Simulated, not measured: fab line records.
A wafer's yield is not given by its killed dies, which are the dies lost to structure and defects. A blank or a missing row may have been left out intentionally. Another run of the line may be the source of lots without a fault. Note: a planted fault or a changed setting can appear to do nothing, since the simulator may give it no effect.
One fault through the eyes of 2 desks || flow gf180mcu || every desk sees just its own numbers, and what lay behind them comes last

== FOR THE TOOL OWNER'S DESK: litho-track-03 ==
The tool's own readings at GF_LVPWELL_COAT_02 (resist thk 3000 nm): means of the sampled wafers that have a number, for each lot that ran on this tool. The brackets show how far a lot's mean lies from the usual mean; more than 4 standard deviations puts the lot out of limits, marked OUT.
Columns: A = spin-speed-rpm at GF_LVPWELL_COAT_02, usual 2000.1 rpm
{"lot": "L124", "first seen here": "day 3 15:55", "A": 2000.7}
{"lot": "L128", "first seen here": "day 4 14:14", "A": 2001.1}
{"lot": "L129", "first seen here": "day 4 18:49", "A": 1998.5}
{"lot": "L133", "first seen here": "day 5 14:52", "A": "1934.4 (-47) OUT"}
{"lot": "L135", "first seen here": "day 5 23:58", "A": "1932.9 (-48) OUT"}
{"lot": "L137", "first seen here": "day 6 19:04", "A": "1933.1 (-48) OUT"}
This desk's finding: out of limits on L133, L135, L137; first on L133, day 5 14:52 (spin-speed-rpm at GF_LVPWELL_COAT_02). Within limits: L124, L128, L129.

== THE METROLOGY DESK ==
What the gauges read, lot by lot, whatever tool the lot ran on: means of the sampled wafers that have a number. The brackets show how far a lot's mean lies from the usual mean; more than 4 standard deviations puts the lot out of limits, marked OUT.
Columns: A = cd-nm at GF_CONTACT_CD_MEAS_14, usual 219.9 nm
{"lot": "L124", "first seen here": "day 15 21:05", "A": 221.3}
{"lot": "L126", "first seen here": "day 16 12:22", "A": 219.2}
{"lot": "L127", "first seen here": "day 17 08:10", "A": 219.1}
{"lot": "L128", "first seen here": "day 17 15:56", "A": 218.4}
{"lot": "L129", "first seen here": "day 18 01:35", "A": 220.8}
{"lot": "L133", "first seen here": "day 19 09:16", "A": 220.3}
{"lot": "L135", "first seen here": "day 20 02:41", "A": 221.0}
{"lot": "L137", "first seen here": "day 21 01:49", "A": 218.3}
{"lot": "L140", "first seen here": "day 22 05:08", "A": 219.3}
{"lot": "L141", "first seen here": "day 22 13:17", "A": 218.9}
{"lot": "L143", "first seen here": "day 23 01:20", "A": 221.0}
{"lot": "L144", "first seen here": "day 23 10:23", "A": 220.7}
{"lot": "L146", "first seen here": "day 23 21:11", "A": 219.0}
This desk's finding: nothing out of limits on any of the 13 lots.

== ALL TOGETHER ==
The tool owner's desk could have raised an alarm at day 5 14:52, on L133, L135, L137.
The metrology desk saw nothing out of limits.
The metrology desk has L133, L135, L137 on record, within its limits.
GF_LVPWELL_COAT_02 was run on litho-track-03 by each of the lots named.

== WHAT THE SIMULATOR PUT IN ==
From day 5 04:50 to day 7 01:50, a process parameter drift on litho-track-03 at GF_LVPWELL_COAT_02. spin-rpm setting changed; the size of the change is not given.
Lots struck among those shown: L133, L135, L137.
Delay in hours, fault start to first out-of-limits reading, by desk: the tool owner's desk at 10.
